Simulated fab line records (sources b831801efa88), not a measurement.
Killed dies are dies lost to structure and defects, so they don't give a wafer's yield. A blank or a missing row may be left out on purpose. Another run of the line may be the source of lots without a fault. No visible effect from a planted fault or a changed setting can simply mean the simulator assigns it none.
Split-lot experiment || flow sky130 || 5 lots, 23 wafers read, on a route of 708 steps

## THE SPLIT
At SKY_METAL4_SPUTTER_04 (material TiN, target thk 70 nm, time 58.3 s), the setting time s was moved away from the recipe's 58.3 s on 9 of the 23 wafers read, by -14.3% to +4.2%. This setting was run at the recipe's value on the other wafers.

The reading comes from the split's own step.

## THE READING
TiN_of_METAL4_SPUTTER_04.thk nm (the simulator's own value, which no gauge read), in nm, at SKY_METAL4_SPUTTER_04 (material TiN, target thk 70 nm, time 58.3 s). The file gives no usual value for it. Here, 14 wafers ran the recipe; their average is 69.68 nm with a standard deviation of 0.86 nm.

{"wafer": "L074.1", "tool, chamber at the split": "pvd sputter-04, -", "time s as run, s": 58.3, "against the recipe": "recipe", "TiN_of_METAL4_SPUTTER_04.thk nm, nm": 68.92, "against lot-mates on the recipe": "-"}
{"wafer": "L074.2", "tool, chamber at the split": "pvd sputter-04, -", "time s as run, s": 58.3, "against the recipe": "recipe", "TiN_of_METAL4_SPUTTER_04.thk nm, nm": 69.57, "against lot-mates on the recipe": "-"}
{"wafer": "L074.5", "tool, chamber at the split": "pvd sputter-04, -", "time s as run, s": 58.3, "against the recipe": "recipe", "TiN_of_METAL4_SPUTTER_04.thk nm, nm": 69.33, "against lot-mates on the recipe": "-"}
{"wafer": "L077.2", "tool, chamber at the split": "pvd sputter-04, -", "time s as run, s": 49.97, "against the recipe": "-14.3%", "TiN_of_METAL4_SPUTTER_04.thk nm, nm": 59.09, "against lot-mates on the recipe": -10.17}
{"wafer": "L077.4", "tool, chamber at the split": "pvd sputter-04, -", "time s as run, s": 49.97, "against the recipe": "-14.3%", "TiN_of_METAL4_SPUTTER_04.thk nm, nm": 59.09, "against lot-mates on the recipe": -10.17}
{"wafer": "L077.3", "tool, chamber at the split": "pvd sputter-04, -", "time s as run, s": 49.97, "against the recipe": "-14.3%", "TiN_of_METAL4_SPUTTER_04.thk nm, nm": 58.55, "against lot-mates on the recipe": -10.72}
{"wafer": "L077.5", "tool, chamber at the split": "pvd sputter-04, -", "time s as run, s": 58.3, "against the recipe": "recipe", "TiN_of_METAL4_SPUTTER_04.thk nm, nm": 68.83, "against lot-mates on the recipe": "-"}
{"wafer": "L077.6", "tool, chamber at the split": "pvd sputter-04, -", "time s as run, s": 58.3, "against the recipe": "recipe", "TiN_of_METAL4_SPUTTER_04.thk nm, nm": 69.7, "against lot-mates on the recipe": "-"}
{"wafer": "L078.1", "tool, chamber at the split": "pvd sputter-04, -", "time s as run, s": 58.3, "against the recipe": "recipe", "TiN_of_METAL4_SPUTTER_04.thk nm, nm": 68.9, "against lot-mates on the recipe": "-"}
{"wafer": "L078.3", "tool, chamber at the split": "pvd sputter-04, -", "time s as run, s": 58.3, "against the recipe": "recipe", "TiN_of_METAL4_SPUTTER_04.thk nm, nm": 69.59, "against lot-mates on the recipe": "-"}
{"wafer": "L078.4", "tool, chamber at the split": "pvd sputter-04, -", "time s as run, s": 58.3, "against the recipe": "recipe", "TiN_of_METAL4_SPUTTER_04.thk nm, nm": 70.1, "against lot-mates on the recipe": "-"}
{"wafer": "L078.5", "tool, chamber at the split": "pvd sputter-04, -", "time s as run, s": 58.3, "against the recipe": "recipe", "TiN_of_METAL4_SPUTTER_04.thk nm, nm": 69.01, "against lot-mates on the recipe": "-"}
{"wafer": "L078.6", "tool, chamber at the split": "pvd sputter-04, -", "time s as run, s": 58.3, "against the recipe": "recipe", "TiN_of_METAL4_SPUTTER_04.thk nm, nm": 70.13, "against lot-mates on the recipe": "-"}
{"wafer": "L080.1", "tool, chamber at the split": "pvd sputter-01, -", "time s as run, s": 58.3, "against the recipe": "recipe", "TiN_of_METAL4_SPUTTER_04.thk nm, nm": 69.12, "against lot-mates on the recipe": "-"}
{"wafer": "L080.2", "tool, chamber at the split": "pvd sputter-01, -", "time s as run, s": 53.96, "against the recipe": "-7.4%", "TiN_of_METAL4_SPUTTER_04.thk nm, nm": 64.44, "against lot-mates on the recipe": -4.76}
{"wafer": "L080.3", "tool, chamber at the split": "pvd sputter-01, -", "time s as run, s": 53.96, "against the recipe": "-7.4%", "TiN_of_METAL4_SPUTTER_04.thk nm, nm": 65.16, "against lot-mates on the recipe": -4.04}
{"wafer": "L080.5", "tool, chamber at the split": "pvd sputter-01, -", "time s as run, s": 53.96, "against the recipe": "-7.4%", "TiN_of_METAL4_SPUTTER_04.thk nm, nm": 64.65, "against lot-mates on the recipe": -4.55}
{"wafer": "L080.6", "tool, chamber at the split": "pvd sputter-01, -", "time s as run, s": 58.3, "against the recipe": "recipe", "TiN_of_METAL4_SPUTTER_04.thk nm, nm": 69.28, "against lot-mates on the recipe": "-"}
{"wafer": "L084.1", "tool, chamber at the split": "pvd sputter-01, -", "time s as run, s": 60.77, "against the recipe": "+4.2%", "TiN_of_METAL4_SPUTTER_04.thk nm, nm": 74.08, "against lot-mates on the recipe": "+2.55"}
{"wafer": "L084.2", "tool, chamber at the split": "pvd sputter-01, -", "time s as run, s": 60.77, "against the recipe": "+4.2%", "TiN_of_METAL4_SPUTTER_04.thk nm, nm": 75.09, "against lot-mates on the recipe": "+3.56"}
{"wafer": "L084.3", "tool, chamber at the split": "pvd sputter-01, -", "time s as run, s": 58.3, "against the recipe": "recipe", "TiN_of_METAL4_SPUTTER_04.thk nm, nm": 71.36, "against lot-mates on the recipe": "-"}
{"wafer": "L084.4", "tool, chamber at the split": "pvd sputter-01, -", "time s as run, s": 60.77, "against the recipe": "+4.2%", "TiN_of_METAL4_SPUTTER_04.thk nm, nm": 73.49, "against lot-mates on the recipe": "+1.96"}
{"wafer": "L084.6", "tool, chamber at the split": "pvd sputter-01, -", "time s as run, s": 58.3, "against the recipe": "recipe", "TiN_of_METAL4_SPUTTER_04.thk nm, nm": 71.7, "against lot-mates on the recipe": "-"}

THE FIT
A straight line over all 23 wafers: TiN_of_METAL4_SPUTTER_04.thk nm changes by +0.776 nm for each +1% of time s; r = +0.98; the points scatter about the line by 0.9 nm.
The same after taking each lot's own level away (the mean of its wafers on the recipe; 23 wafers): +0.694 nm for each +1%; r = +0.99; scatter 0.54 nm.
That fit puts the effect of the largest move of time s on the reading at 9.9 nm.
The lots' own levels span 69.200 to 71.530 nm, that is 2.7 times the standard deviation above.
Thus the slope moves with the lot-to-lot level: the two fits are different.
Check: for one of the wafers moved furthest among these (-14.3%), held out of the fit, the line's prediction against its lot-mates is -9.82 nm. Against them it came out at -10.2 nm.

## THESE WAFERS: OTHER SPLITS
Note: prior to the reading, these wafers also went through further splits. Each is held against what the fit with the lots' levels taken away leaves over:
{"other split on the same wafers": "SKY_VIA2_ETCH_15 source w", "wafers away from the commonest value": 8, "r with TiN_of_METAL4_SPUTTER_04.thk nm (lot level and that fit taken away)": -0.11}
{"other split on the same wafers": "SKY_CAPM_SPUTTER_02 power w", "wafers away from the commonest value": 9, "r with TiN_of_METAL4_SPUTTER_04.thk nm (lot level and that fit taken away)": -0.27}
{"other split on the same wafers": "SKY_CAPM_METAL_ETCH_13 time s", "wafers away from the commonest value": 8, "r with TiN_of_METAL4_SPUTTER_04.thk nm (lot level and that fit taken away)": "+0.01"}
{"other split on the same wafers": "SKY_METAL3_COAT_08 resist thk nm", "wafers away from the commonest value": 8, "r with TiN_of_METAL4_SPUTTER_04.thk nm (lot level and that fit taken away)": -0.33}
{"other split on the same wafers": "SKY_METAL3_METAL_ETCH_18 icp w", "wafers away from the commonest value": 7, "r with TiN_of_METAL4_SPUTTER_04.thk nm (lot level and that fit taken away)": "+0.06"}
{"other split on the same wafers": "SKY_METAL4_SPUTTER_03 time s", "wafers away from the commonest value": 8, "r with TiN_of_METAL4_SPUTTER_04.thk nm (lot level and that fit taken away)": -0.24}

## THE FILE'S OWN FIT
TiN_of_METAL4_SPUTTER_04.thk nm changes by +0.694 nm for each +1% of time s, r = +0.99.
